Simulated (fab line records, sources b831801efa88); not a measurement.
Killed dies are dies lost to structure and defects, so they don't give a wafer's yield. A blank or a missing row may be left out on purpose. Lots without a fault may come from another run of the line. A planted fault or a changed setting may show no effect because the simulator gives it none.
Which tool did it? | flow gf180mcu | 12 lots, 36 wafers sampled, at 4 steps of a route of 602

WHAT THE GAUGES READ, wafer by wafer
GF_M3_RS_MEAS_05: measures by four-point-probe. Usual: M3_ALCU_RS 0.0698 ohm/sq, standard deviation 0.00062.
lot  | measured     | on            | M3_ALCU_RS (ohm/sq)  | flag
L527 | day 20 17:52 | film_metro-03 | 0.0694 0.0695 0.0686 |
L528 | day 20 23:41 | film_metro-02 | 0.0687 0.0696 0.0697 |
L531 | day 22 18:55 | film_metro-03 | 0.0693 0.0690 0.0694 |
L534 | day 23 12:25 | film_metro-02 | 0.0703 0.0698 0.0701 |
L533 | day 23 17:04 | film_metro-03 | 0.0706 0.0701 0.0712 |
L536 | day 24 16:03 | film_metro-03 | 0.0699 0.0705 0.0701 |
L538 | day 25 01:08 | film_metro-03 | 0.0703 0.0705 0.0703 |
L539 | day 25 02:07 | film_metro-03 | 0.0694 0.0698 0.0695 |
L540 | day 25 12:41 | film_metro-03 | 0.0693 0.0690 0.0693 |
L548 | day 27 21:07 | film_metro-03 | 0.0696 0.0696 0.0704 |
L550 | day 28 11:35 | film_metro-03 | 0.0696 0.0698 0.0695 |
L549 | day 28 13:17 | film_metro-03 | 0.0696 0.0691 0.0690 |

WHICH TOOL RAN EACH LOT (tool, then ch and the chambers of the sampled wafers, then the start)
lot  | GF_V2_CVD_02                    | GF_V2_STRIP_18                       | GF_V2_CMP_26
L527 | pecvd-01 ch 0,1, day 19 15:19   | plasma_asher-03 ch 0,1, day 20 16:17 | cmp-01 ch 0,3, day 20 17:21
L528 | pecvd-02 ch 0,1,2, day 19 20:43 | plasma_asher-04 ch 0,1, day 20 22:14 | cmp-01 ch 0,1,3, day 20 23:13
L531 | pecvd-01 ch 0,1,2, day 21 16:04 | plasma_asher-03 ch 0,1, day 22 17:14 | cmp-01 ch 0,1,3, day 22 18:23
L534 | pecvd-04 ch 0,2, day 22 10:45   | plasma_asher-04 ch 0,1, day 23 10:53 | cmp-01 ch 0,1, day 23 11:52
L533 | pecvd-02 ch 0,1,2, day 22 15:16 | plasma_asher-02 ch 0,1, day 23 15:35 | cmp-01 ch 2,3, day 23 16:33
L536 | pecvd-04 ch 0,1,2, day 23 15:02 | plasma_asher-04 ch 0,1, day 24 14:37 | cmp-01 ch 1,2,3, day 24 15:32
L538 | pecvd-01 ch 1,2, day 24 00:22   | plasma_asher-02 ch 0,1, day 24 23:35 | cmp-01 ch 0,2, day 25 00:37
L539 | pecvd-04 ch 0,2, day 24 01:23   | plasma_asher-02 ch 0,1, day 25 00:40 | cmp-01 ch 1,2,3, day 25 01:41
L540 | pecvd-04 ch 0,2, day 24 12:10   | plasma_asher-04 ch 0,1, day 25 11:08 | cmp-01 ch 0,1,2, day 25 12:11
L548 | pecvd-04 ch 0,1, day 26 21:42   | plasma_asher-02 ch 0,1, day 27 19:40 | cmp-02 ch 1,2,3, day 27 20:37
L550 | pecvd-02 ch 1,2, day 27 12:40   | plasma_asher-03 ch 0,1, day 28 10:08 | cmp-02 ch 0,2, day 28 11:04
L549 | pecvd-01 ch 0,1, day 27 14:58   | plasma_asher-04 ch 0,1, day 28 11:50 | cmp-02 ch 1,2,3, day 28 12:46
- GF_V2_CVD_02: deposits SiO2 from TEOS, target thk 850 nm, time 94.851 s.
- GF_V2_STRIP_18: strips in O2/N2.
- GF_V2_CMP_26: polishes, stops on SiO2, t overpolish 15 s, target thk 0 nm.

WHAT THE TOOLS THEMSELVES READ (means of the sampled wafers that have a number; where no wafer has one, the mark that the record gives instead)
GF_V2_CVD_02. Usual: heater_power_outer_w 362 W, standard deviation 67; heater_power_w 638 W, standard deviation 86.
lot  | tool     | heater_power_outer_w (W) | heater_power_w (W) | flag
L527 | pecvd-01 | 326                      | 565                |
L528 | pecvd-02 | 430                      | 709                |
L531 | pecvd-01 | 354                      | 611                |
L534 | pecvd-04 | 292                      | 552                |
L533 | pecvd-02 | 414                      | 690                |
L536 | pecvd-04 | 366                      | 658                |
L538 | pecvd-01 | 347                      | 614                |
L539 | pecvd-04 | 263                      | 558                |
L540 | pecvd-04 | 271                      | 529                |
L548 | pecvd-04 | 330                      | 652                |
L550 | pecvd-02 | 388                      | 657                |
L549 | pecvd-01 | 344                      | 610                |

GF_V2_STRIP_18. Usual: drypump_motor_current_A 5.8 A, standard deviation 0.52; heater_power_w 340 W, standard deviation 36; n2_flow_sccm 299.8 sccm, standard deviation 1.1; oes_product_au 0.594 a.u., standard deviation 0.0044; platen_temp_c 250.04 C, standard deviation 0.17.
lot  | tool            | drypump_motor_current_A (A) | heater_power_w (W) | n2_flow_sccm (sccm) | oes_product_au (a.u.) | platen_temp_c (C) | flag
L527 | plasma_asher-03 | 5.6                         | 300                | 299.1               | 0.596                 | 250.20            |
L528 | plasma_asher-04 | 5.6                         | 377                | 300.7               | 0.593                 | 250.11            |
L531 | plasma_asher-03 | 5.4                         | 303                | 299.9               | 0.599                 | 250.13            |
L534 | plasma_asher-04 | 6.0                         | 393                | 299.9               | 0.596                 | 250.06            |
L533 | plasma_asher-02 | 6.2                         | 324                | 298.6               | 0.598                 | 250.16            |
L536 | plasma_asher-04 | 6.1                         | 387                | 299.2               | 0.596                 | 250.11            |
L538 | plasma_asher-02 | 5.9                         | 331                | 300.5               | 0.593                 | 249.95            |
L539 | plasma_asher-02 | 5.9                         | 335                | 299.8               | 0.593                 | 249.92            |
L540 | plasma_asher-04 | 6.0                         | 386                | 299.4               | 0.597                 | 250.11            |
L548 | plasma_asher-02 | 5.9                         | 333                | 299.2               | 0.593                 | 250.09            |
L550 | plasma_asher-03 | 5.5                         | 307                | 300.2               | 0.596                 | 249.82            |
L549 | plasma_asher-04 | 5.6                         | 372                | 301.0               | 0.592                 | 250.09            |

GF_V2_CMP_26. Usual: motor_current_A 11.1 A, standard deviation 1.4; overpolish_run_s 15.001 s, standard deviation 0.0093; time_to_endpoint_s 84 s, standard deviation 3.1.
lot  | tool   | motor_current_A (A) | overpolish_run_s (s) | time_to_endpoint_s (s) | flag
L527 | cmp-01 | 10.5                | 14.999               | 82                     |
L528 | cmp-01 | 10.3                | 14.998               | 84                     |
L531 | cmp-01 | 10.6                | 14.992               | 84                     |
L534 | cmp-01 | 11.0                | 14.996               | 84                     |
L533 | cmp-01 | 11.2                | 15.004               | 84                     |
L536 | cmp-01 | 11.2                | 14.999               | 84                     |
L538 | cmp-01 | 12.3                | 16.821               | 84                     | OFF
L539 | cmp-01 | 10.5                | 16.818               | 84                     | OFF
L540 | cmp-01 | 11.3                | 16.817               | 87                     | OFF
L548 | cmp-02 | 10.8                | 14.995               | 84                     |
L550 | cmp-02 | 12.5                | 15.004               | 91                     |
L549 | cmp-02 | 11.1                | 14.992               | 85                     |

THE ANSWER, worked out from the rows above alone
Rule: a lot is off if the mean of its wafers that have a number lies more than 3 standard deviations from the usual mean. A lot without any number at a reading at which 4 lots or more have one is off too. The other lots that the step has rows for count as sound. The gauges are gone through in route order, then the tools' own readings, and for those a lot's mean is taken as printed above. The first step at which some lot is off is used, and at that step the reading that is off furthest; a lot without a number counts as furthest.
Off: L538, L539, L540, at GF_V2_CMP_26 (overpolish_run_s).
A tool fits if, at that step or a process step before it, it ran every lot that is off, and no sound lot after the first of them. One fits: cmp-01 at GF_V2_CMP_26. Its last sound lot is L536 (day 24 15:32), its first lot that is off L538 (day 25 00:37): a fault that began between those two fits.
The tool's own readings at GF_V2_CMP_26 bear it out: on the lots that are off they differ by more than 5 times the standard deviation of the sound lots' means. overpolish_run_s reads 16.819 s there against 14.998 s on the sound lots.

WHAT THE SIMULATOR HAD PUT IN
Process parameter drift: cmp-01, from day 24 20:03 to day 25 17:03, at GF_V2_CMP_26. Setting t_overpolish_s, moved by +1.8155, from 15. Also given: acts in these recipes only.
Lots struck among those shown: L538, L539, L540. The rule above found the same.
